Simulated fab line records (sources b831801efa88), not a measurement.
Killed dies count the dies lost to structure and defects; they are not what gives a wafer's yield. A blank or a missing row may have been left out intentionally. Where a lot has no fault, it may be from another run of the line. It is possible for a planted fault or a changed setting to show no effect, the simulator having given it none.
The tool behind it: which one? || flow gf180mcu || 7 lots, 21 wafers sampled, at 2 steps of a route of 602

WHAT THE GAUGES SHOWED, per wafer
GF_MVSD_TW_MEAS_11.
{"lot": "L378", "measured": "day 4 17:43", "on": "film-metro-02", "MVSD_TW": "1564 1576 1562"}
{"lot": "L380", "measured": "day 5 02:38", "on": "film-metro-02", "MVSD_TW": "1553 1553 1554"}
{"lot": "L383", "measured": "day 5 20:44", "on": "film-metro-04", "MVSD_TW": "1553 1553 1547"}
{"lot": "L385", "measured": "day 6 15:32", "on": "film-metro-02", "MVSD_TW": "1563 1563 1567"}
{"lot": "L389", "measured": "day 7 11:18", "on": "film-metro-03", "MVSD_TW": "1587 1590 1582"}
{"lot": "L395", "measured": "day 8 21:26", "on": "film-metro-03", "MVSD_TW": "1589 1580 1582"}
{"lot": "L400", "measured": "day 10 00:44", "on": "film-metro-04", "MVSD_TW": "1563 1564 1563"}

TOOL THAT RAN EACH LOT (tool first, then ch and the chambers of the sampled wafers, then the start)
{"lot": "L378", "GF_STI_ETCH_14": "rie-si-02 ch 0,1,2, day 2 05:53"}
{"lot": "L380", "GF_STI_ETCH_14": "rie-si-02 ch 0,1, day 2 16:11"}
{"lot": "L383", "GF_STI_ETCH_14": "rie-si-01 ch 0,1, day 3 08:17"}
{"lot": "L385", "GF_STI_ETCH_14": "rie-si-01 ch 1,2,3, day 3 18:50"}
{"lot": "L389", "GF_STI_ETCH_14": "rie-si-02 ch 0,1, day 4 16:14"}
{"lot": "L395", "GF_STI_ETCH_14": "rie-si-02 ch 0,1, day 6 00:41"}
{"lot": "L400", "GF_STI_ETCH_14": "rie-si-01 ch 0,2, day 7 00:35"}
- GF_STI_ETCH_14: etches Si in HBr/Cl2/O2, target depth 360 nm, time 102.9 s.

THE ANSWER, worked out from the rows above alone
Rule: usual is defined by the lots themselves. The widest of any qualifying gaps counts: lots, ordered by their means at a reading, are off when they make up no more than a third of the lots, leave a main group of 4 or more, and stand apart from it by 3 or more times the standard deviation of that group's means. Not used: any main group whose means are identical at the precision the tables above print for the reading. Also off: a lot with no number at a reading for which 4 or more lots have one. Where the step has rows for the other lots, those lots are counted as sound.
No lot is off at any reading shown: from this, nothing can be told.

WHAT THE SIMULATOR PUT IN
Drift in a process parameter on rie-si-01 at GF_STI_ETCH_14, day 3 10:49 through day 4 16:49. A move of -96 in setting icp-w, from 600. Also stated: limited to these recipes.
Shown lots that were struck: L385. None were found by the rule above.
